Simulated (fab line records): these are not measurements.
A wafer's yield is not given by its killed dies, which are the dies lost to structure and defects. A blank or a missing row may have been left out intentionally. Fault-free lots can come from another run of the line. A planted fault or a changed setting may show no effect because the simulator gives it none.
A struck lot beside a sound one    flow gf180mcu    21 steps out of a route of 602
Sound: these wafers, L279.4, L279.5, L279.6. The struck wafers were L290.2, L290.5, L290.6. At the end, the cause is stated.
Each step with rows lists, per side, the tool, then ch with its chambers, then its first start. Under that, the readings that differ: sound wafers    struck wafers    difference of the means    sigmas: that difference in standard deviations of wafers without a fault.
alike: words and numbers the same on both sides, and readings whose means are apart by under 2 such deviations; not compared: readings that were withheld, readings missing a value for some wafer, numbers with overlapping values and no deviation given by the record, and bounds like >300 which may hide the same value.
The two part at a step that has a row with sigmas, a row that says differs or no value, or rows on one side only. When numbers do not overlap yet have no deviation, they are printed without sigmas and do not part them. A reading missing from all wafers of one side parts the sides only when that side holds two or more wafers.

first, 1 step without rows for these wafers: GF_NSD_IMPLANT_10.
GF_NSD_STRIP_11: strips in O2/N2.
  sound on plasma_asher-01 ch 0,1, day 16 02:23; struck on plasma_asher-04 ch 0,1, day 19 23:30
  alike: drypump_motor_current_A, heater_power_w, oes_product_au, strip_time_to_endpoint_s
  not compared: rf_hours_counter_h
GF_NSD_TW_MEAS_12:
  struck on film_metro-02, day 19 23:37; sound on film_metro-01, day 16 02:28
  alike: NSD_TW
then, 7 steps without rows for these wafers: GF_PSD_DEHYDRATE_00 (time 60 s); GF_PSD_HMDS_01 (prime time 60 s); GF_PSD_COAT_02 (resist thk 1000 nm); GF_PSD_SOFTBAKE_03 (time 60 s); GF_PSD_EXPOSE_04 (exposes mask Pplus, target cd 400 nm); GF_PSD_PEB_05; GF_PSD_DEVELOP_06 (develop time 60 s).
GF_PSD_CD_MEAS_07: target cd 400 nm.
  struck on cd_sem-01, day 20 23:39; sound on cd_sem-02, day 17 00:56
  alike: cd_nm
GF_PSD_OVL_MEAS_08:
  struck on overlay-01, day 20 23:45; sound on overlay-01, day 17 01:01
  alike: PSD_OVL
GF_PSD_IMPLANT_09:
  sound on implanter-03 ch 0, day 17 01:07; struck on implanter-01 ch 0, day 20 23:49
reading                    sound                 struck                difference  sigmas
beam_energy_keV            39.995 40.004 39.997  41.097 41.087 41.101  +1.096      +84
model.implant.drp_nm (nm)  15.87 15.87 15.87     16.17 16.17 16.17     +0.30       
GF_PSD_STRIP_10: strips in O2/N2.
  sound on plasma_asher-02 ch 0,1, day 17 01:13; struck on plasma_asher-04 ch 0,1, day 20 23:56
reading                       sound              struck             difference  sigmas
strip_time_to_endpoint_s (s)  16.51 16.54 16.52  16.63 16.63 16.62  +0.10       +3
  alike: drypump_motor_current_A, heater_power_w, oes_product_au
  not compared: rf_hours_counter_h
GF_PSD_TW_MEAS_11:
  struck on film_metro-02, day 21 00:02; sound on film_metro-02, day 17 01:19
  alike: PSD_TW
then, 1 step without rows for these wafers: GF_PSD_CLEAN_12 (cleans in SC1/SC2, time 150 s).
GF_PSD_RTA_13: time 20 s.
  sound on rtp_anneal-02 ch 0, day 17 01:26; struck on rtp_anneal-01 ch 0, day 21 00:10
reading             sound           struck          difference  sigmas
lamp_power_pct (%)  39.1 39.1 39.1  34.4 34.5 34.4  -4.7        -2
  alike: chamber_o2_ppm, wafer_temp_C_max
GF_PSD_RS_MEAS_14: a four-point-probe measurement.
  struck on film_metro-03, day 21 00:14; sound on film_metro-01, day 17 01:32
  alike: NSD_RS
GF_PSD_RS_MEAS_15: a four-point-probe measurement.
  struck on film_metro-03, day 21 00:22; sound on film_metro-01, day 17 01:40
reading          sound                 struck                difference  sigmas
PSD_RS (ohm/sq)  108.70 108.49 108.71  107.31 107.62 107.56  -1.14       -4
GF_SAB_CVD_00: deposits SiO2 from TEOS, target thk 50 nm, time 4.9302 s.
  sound on pecvd-04 ch 0,1,2, day 17 01:44; struck on pecvd-03 ch 0,1, day 21 00:28
  alike: heater_power_outer_w, heater_power_w, rf_fwd_power_W
GF_PASSIVATION_PROBE_99:
  the record holds rows for the sound wafers here (prober-01, day 31 12:10) but none for the struck ones

WHERE THEY PART
At GF_PSD_IMPLANT_09 first; at GF_PASSIVATION_PROBE_99 last (within this record only).

WHY: what the simulator had put in
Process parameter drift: implanter-01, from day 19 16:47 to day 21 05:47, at GF_PSD_IMPLANT_09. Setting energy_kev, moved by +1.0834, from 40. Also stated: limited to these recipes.
